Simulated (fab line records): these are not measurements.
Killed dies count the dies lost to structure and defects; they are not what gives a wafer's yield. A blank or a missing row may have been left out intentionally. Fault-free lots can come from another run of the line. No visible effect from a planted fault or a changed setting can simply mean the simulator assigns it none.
A single fault, viewed from 2 desks    flow sfq line    what lay behind the numbers comes last; until then each desk has only its own

DESK OF THE TOOL OWNER: rie metal-04
The tool's own readings at SFQ_TRILAYER_R5_ETCH_METAL_ETCH_139 (etches the open film in Cl2, stops on SiO2, target depth 60 nm, time 40 s): means of the sampled wafers that have a number, for each lot that ran on this tool. If a lot's mean is further than 4 standard deviations from the usual mean, the lot is out of limits and carries the mark OUT (the distance appears in the brackets).
Columns: A = drypump motor current A at SFQ_TRILAYER_R5_ETCH_METAL_ETCH_139, usual 5.5 A; B = oes product au at SFQ_TRILAYER_R5_ETCH_METAL_ETCH_139, usual 0.992 a.u.; C = run length s at SFQ_TRILAYER_R5_ETCH_METAL_ETCH_139, usual 68.4 s
lot   first seen here  A    B                 C
L957  day 60 16:37     5.3  0.962 (-5.9) OUT  71.1 (+8.3) OUT
L959  day 60 20:13     5.2  0.926 (-13) OUT   73.3 (+15) OUT
L961  day 61 04:41     5.2  0.963 (-5.6) OUT  70.9 (+7.8) OUT
L972  day 70 05:04     5.1  0.989             68.7
L974  day 70 13:28     5.1  0.992             68.4
This desk's verdict: out of limits on L957, L959, L961, starting with L957 at day 60 16:37 (oes product au at SFQ_TRILAYER_R5_ETCH_METAL_ETCH_139). L972, L974 stayed within limits.

FROM THE METROLOGY DESK
Means of the sampled wafers that have a number, per lot and without regard to the tool the lot ran on: this is what the gauges read. If a lot's mean is further than 4 standard deviations from the usual mean, the lot is out of limits and carries the mark OUT (the distance appears in the brackets).
Columns: A = R5_MONX_RS at SFQ_R5_RS_MEAS_933, usual 7.09 ohm/sq; B = R5_MONX_THK at SFQ_R5_THK_MEAS_934, usual 38.8 nm; C = R5_OVL at SFQ_R5_OVL_MEAS_935, usual -2 nm
lot   first seen here  A     B     C
L954  day 59 00:23     7.21  38.1  4
L957  day 59 17:28     7.12  39.0  -2
L958  day 59 18:23     7.06  38.9  -6
L959  day 59 20:28     7.09  38.2  -8
L961  day 60 05:28     7.00  39.6  -2
L972  day 69 03:03     6.98  39.0  -4
L974  day 69 13:55     6.96  39.7  10
This desk's verdict: no lot among the 7 shows anything out of limits.

PUT TOGETHER
An alarm could have come from the tool owner's desk at day 60 16:37, on L957, L959, L961.
Nothing out of limits was seen by the metrology desk.
The metrology desk holds a record of L957, L959, L961, inside its limits.
On rie metal-04, each named lot ran SFQ_TRILAYER_R5_ETCH_METAL_ETCH_139.

WHAT THE SIMULATOR HAD PUT IN
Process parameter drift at SFQ_TRILAYER_R5_ETCH_METAL_ETCH_139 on rie metal-04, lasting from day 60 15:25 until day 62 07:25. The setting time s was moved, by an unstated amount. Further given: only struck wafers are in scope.
Shown lots that were struck: L957, L959, L961.
Each desk's first reading out of limits, in hours after the fault started: the tool owner's desk, 1.
